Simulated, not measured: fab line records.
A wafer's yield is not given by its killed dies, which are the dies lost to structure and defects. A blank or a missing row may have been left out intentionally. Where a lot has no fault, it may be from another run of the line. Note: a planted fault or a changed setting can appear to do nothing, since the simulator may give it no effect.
Which of the tools did it? | flow gf180mcu | 12 lots with 36 wafers sampled at 5 steps, on a route of 602 steps

== WHAT THE GAUGES READ, wafer by wafer ==
GF_V3_CD_MEAS_14: target cd 260 nm. Usual: cdNm reads 259.5 nm (standard deviation 1.2).
lot  | measured     | on       | cdNm (nm)         | flag
L434 | day 22 13:56 | cdSem-01 | 258.9 256.8 256.8 | 
L437 | day 23 09:50 | cdSem-02 | 259.7 260.6 260.2 | 
L440 | day 24 10:35 | cdSem-02 | 259.3 260.0 260.5 | 
L441 | day 25 00:20 | cdSem-02 | 259.4 260.8 260.9 | 
L442 | day 25 06:29 | cdSem-02 | 259.4 258.6 258.3 | 
L443 | day 25 12:50 | cdSem-01 | 259.4 259.6 259.3 | 
L445 | day 26 10:08 | cdSem-01 | 260.5 260.7 260.4 | 
L448 | day 27 07:46 | cdSem-02 | 260.3 260.5 260.6 | 
L452 | day 28 10:04 | cdSem-01 | 276.4 278.6 276.4 | OFF
L453 | day 28 14:52 | cdSem-02 | 273.6 273.0 274.0 | OFF
L455 | day 29 07:53 | cdSem-02 | 260.0 260.4 261.0 | 
L456 | day 29 18:49 | cdSem-02 | 258.1 258.5 258.5 | 

GF_V3_RS_MEAS_24: a four-point-probe measurement. Usual: for V3_W_RS the level is 0.331 ohm/sq and the standard deviation is 0.0044.
lot  | measured     | on           | V3_W_RS (ohm/sq)  | flag
L434 | day 22 14:59 | filmMetro-02 | 0.322 0.330 0.324 | 
L437 | day 23 11:01 | filmMetro-03 | 0.336 0.333 0.334 | 
L440 | day 24 11:37 | filmMetro-03 | 0.334 0.331 0.335 | 
L441 | day 25 01:31 | filmMetro-03 | 0.327 0.327 0.326 | 
L442 | day 25 07:31 | filmMetro-03 | 0.331 0.325 0.328 | 
L443 | day 25 13:52 | filmMetro-02 | 0.331 0.332 0.332 | 
L445 | day 26 11:12 | filmMetro-02 | 0.322 0.325 0.336 | 
L448 | day 27 08:49 | filmMetro-02 | 0.337 0.340 0.336 | 
L452 | day 28 11:10 | filmMetro-01 | 0.331 0.333 0.334 | 
L453 | day 28 15:56 | filmMetro-02 | 0.326 0.329 0.330 | 
L455 | day 29 08:56 | filmMetro-02 | 0.328 0.323 0.319 | 
L456 | day 29 19:51 | filmMetro-02 | 0.331 0.330 0.321 | 

== EACH LOT AND THE TOOL THAT RAN IT (in order: tool; ch and the chambers of the sampled wafers; start) ==
lot  | GF_V3_SOFTBAKE_10                | GF_V3_ETCH_16                     | GF_V3_SPUTTER_22
L434 | lithoTrack-04 ch 0, day 22 02:00 | rieDiel-01 ch 1,2,3, day 22 14:06 | pvdSputter-03, day 22 14:50
L437 | lithoTrack-04 ch 0, day 22 22:00 | rieDiel-01 ch 2,3, day 23 09:57   | pvdSputter-02, day 23 10:43
L440 | lithoTrack-01 ch 0, day 23 23:00 | rieDiel-03 ch 0,1,2, day 24 10:44 | pvdSputter-01, day 24 11:27
L441 | lithoTrack-03 ch 0, day 24 13:00 | rieDiel-03 ch 1,2,3, day 25 00:29 | pvdSputter-02, day 25 01:14
L442 | lithoTrack-01 ch 0, day 24 20:00 | rieDiel-02 ch 1,2, day 25 06:36   | pvdSputter-02, day 25 07:19
L443 | lithoTrack-04 ch 0, day 25 02:00 | rieDiel-02 ch 2,3, day 25 12:57   | pvdSputter-01, day 25 13:41
L445 | lithoTrack-04 ch 0, day 25 23:00 | rieDiel-01 ch 1,2, day 26 10:18   | pvdSputter-02, day 26 11:03
L448 | lithoTrack-03 ch 0, day 26 21:00 | rieDiel-01 ch 0,1,2, day 27 07:55 | pvdSputter-01, day 27 08:38
L452 | lithoTrack-03 ch 0, day 28 00:00 | rieDiel-01 ch 0,1,3, day 28 10:13 | pvdSputter-02, day 28 11:00
L453 | lithoTrack-03 ch 0, day 28 05:00 | rieDiel-01 ch 1,2, day 28 15:02   | pvdSputter-02, day 28 15:47
L455 | lithoTrack-01 ch 0, day 28 22:00 | rieDiel-02 ch 2,3, day 29 07:59   | pvdSputter-03, day 29 08:45
L456 | lithoTrack-01 ch 0, day 29 09:00 | rieDiel-02 ch 0,2,3, day 29 18:58 | pvdSputter-01, day 29 19:41
- GF_V3_SOFTBAKE_10: time 60 s.
- GF_V3_ETCH_16: etches BARC in N2/H2.
- GF_V3_SPUTTER_22: material TiN, target thk 10 nm, time 40 s.

== WHAT THE TOOLS THEMSELVES READ (means of the sampled wafers that have a number; where no wafer has one, the mark that the record gives instead) ==
GF_V3_SOFTBAKE_10. Usual: heaterPowerTotalW 93.05 W, standard deviation 0.062; plateTempC 130.02 C, standard deviation 0.13.
lot  | tool          | heaterPowerTotalW (W) | plateTempC (C) | flag
L434 | lithoTrack-04 | 93.08                 | 129.91         | 
L437 | lithoTrack-04 | 93.06                 | 130.01         | 
L440 | lithoTrack-01 | 93.04                 | 130.01         | 
L441 | lithoTrack-03 | 93.10                 | 129.87         | 
L442 | lithoTrack-01 | 93.06                 | 130.09         | 
L443 | lithoTrack-04 | 93.06                 | 129.95         | 
L445 | lithoTrack-04 | 93.03                 | 129.94         | 
L448 | lithoTrack-03 | 93.04                 | 130.11         | 
L452 | lithoTrack-03 | 97.71                 | 134.90         | OFF
L453 | lithoTrack-03 | 97.70                 | 134.97         | OFF
L455 | lithoTrack-01 | 93.02                 | 130.02         | 
L456 | lithoTrack-01 | 93.02                 | 130.04         | 

GF_V3_ETCH_16. Usual: drypumpMotorCurrentA 5.8 A, standard deviation 0.59; oesProductAu 0.855 a.u., standard deviation 0.0045; throttleValvePct 13.224 %, standard deviation 0.0077.
lot  | tool       | drypumpMotorCurrentA (A) | oesProductAu (a.u.) | throttleValvePct (%) | flag
L434 | rieDiel-01 | 5.5                      | 0.854               | 13.224               | 
L437 | rieDiel-01 | 5.0                      | 0.857               | 13.230               | 
L440 | rieDiel-03 | 5.9                      | 0.851               | 13.224               | 
L441 | rieDiel-03 | 5.5                      | 0.854               | 13.222               | 
L442 | rieDiel-02 | 6.0                      | 0.854               | 13.225               | 
L443 | rieDiel-02 | 6.3                      | 0.855               | 13.224               | 
L445 | rieDiel-01 | 5.3                      | 0.856               | 13.226               | 
L448 | rieDiel-01 | 5.6                      | 0.856               | 13.221               | 
L452 | rieDiel-01 | 5.9                      | 0.855               | 13.228               | 
L453 | rieDiel-01 | 5.2                      | 0.855               | 13.222               | 
L455 | rieDiel-02 | 6.4                      | 0.854               | 13.223               | 
L456 | rieDiel-02 | 6.3                      | 0.859               | 13.227               | 

GF_V3_SPUTTER_22. Usual: throttleValvePct reads 30.2 % (standard deviation 1.1).
lot  | tool          | throttleValvePct (%) | flag
L434 | pvdSputter-03 | 30.6                 | 
L437 | pvdSputter-02 | 29.9                 | 
L440 | pvdSputter-01 | 29.5                 | 
L441 | pvdSputter-02 | 30.3                 | 
L442 | pvdSputter-02 | 30.7                 | 
L443 | pvdSputter-01 | 29.6                 | 
L445 | pvdSputter-02 | 30.3                 | 
L448 | pvdSputter-01 | 29.9                 | 
L452 | pvdSputter-02 | 30.8                 | 
L453 | pvdSputter-02 | 30.6                 | 
L455 | pvdSputter-03 | 30.2                 | 
L456 | pvdSputter-01 | 28.5                 | 

== THE ANSWER, worked out from the rows above alone ==
Rule: a lot is off if the mean of its wafers that have a number lies more than 3 standard deviations from the usual mean. A lot without any number at a reading at which 4 lots or more have one is off too. All remaining lots with rows at the step are treated as sound. Order of review: gauges by route order, followed by the tools' own readings, for which a lot's mean as printed above is used. At the first step where some lot is off, the reading lying furthest off is the one used; lots without a number count as furthest.
Off at GF_V3_CD_MEAS_14 (cdNm): L452, L453.
A tool fits if, at a process step before that reading, it ran every lot that is off, and no sound lot after the first of them. Not tried: the gauges at GF_V3_CD_MEAS_14; whatever is off there is also off at GF_V3_SOFTBAKE_10, on other tools, and gauge error can't account for it. One fits: GF_V3_SOFTBAKE_10 on lithoTrack-03. A fault onset in the window from L448 (day 26 21:00, its last sound lot) to L452 (day 28 00:00, its first lot off) fits.
The tool's own readings at GF_V3_SOFTBAKE_10 bear it out: on the lots that are off they differ by more than 5 times the standard deviation of the sound lots' means. heaterPowerTotalW reads 97.70 W there against 93.05 W on the sound lots; plateTempC reads 134.94 C there against 130.00 C on the sound lots.

== WHAT THE SIMULATOR PUT IN ==
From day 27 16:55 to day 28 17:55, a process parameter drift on lithoTrack-03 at GF_V3_SOFTBAKE_10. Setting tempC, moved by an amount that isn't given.
Struck lots among those shown: L452, L453. Same finding as the rule above.
